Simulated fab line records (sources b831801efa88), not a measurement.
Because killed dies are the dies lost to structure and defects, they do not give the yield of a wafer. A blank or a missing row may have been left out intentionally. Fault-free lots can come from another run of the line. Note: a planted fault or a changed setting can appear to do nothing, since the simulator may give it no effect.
Struck lot and sound lot, side by side | flow gf180mcu | 3 out of 602 route steps
Sound: these wafers, L399.1, L399.3, L399.5. Wafers L392.2, L392.5, L392.6 were the ones struck. The cause is named last.
For every step that has rows: the tool of each side, followed by ch and its chambers, followed by its first start. Under that, the readings that differ: sound wafers | struck wafers | difference of the means | sigmas: that difference in standard deviations of wafers without a fault.
alike: readings whose means differ by less than 2 such deviations, and words and numbers that are the same on both sides. not compared: withheld readings, readings that some wafer has no value for, bounds like >300 that may hide the same value, and numbers for which the record gives no deviation and whose values overlap.
A row with sigmas, a row that says differs or no value, or rows on one side alone: a step with any of these is where the two part. Numbers that don't overlap but have no deviation are shown without sigmas and don't part them. A reading that every wafer of one side lacks parts them only if that side has two wafers or more.

GF_STI_BOW_MEAS_00:
  sound: film metro-01 at day 5 19:00; struck: film metro-04 at day 4 08:01
  alike: INCOMING_BOW
GF_STI_OXIDATION_01: stabilise 600 s, purge 300 s, target thk 10 nm.
  sound on furnace-02 ch 0, day 5 20:27; struck on furnace-01, day 4 08:25
  no value came back on the struck wafers for ox temp c (C), ox temp c max, zone power bottom pct (%); on the sound wafers ox temp c (C) reads 899.1 899.6 899.9
then, 1 step without rows for these wafers: GF_STI_CVD_03 (deposits Si3N4 from DCS/NH3, target thk 207.16 nm, time 3551 s).

## WHERE THEY PART
Only at GF_STI_OXIDATION_01, within this record.

WHY: the cause the simulator had injected
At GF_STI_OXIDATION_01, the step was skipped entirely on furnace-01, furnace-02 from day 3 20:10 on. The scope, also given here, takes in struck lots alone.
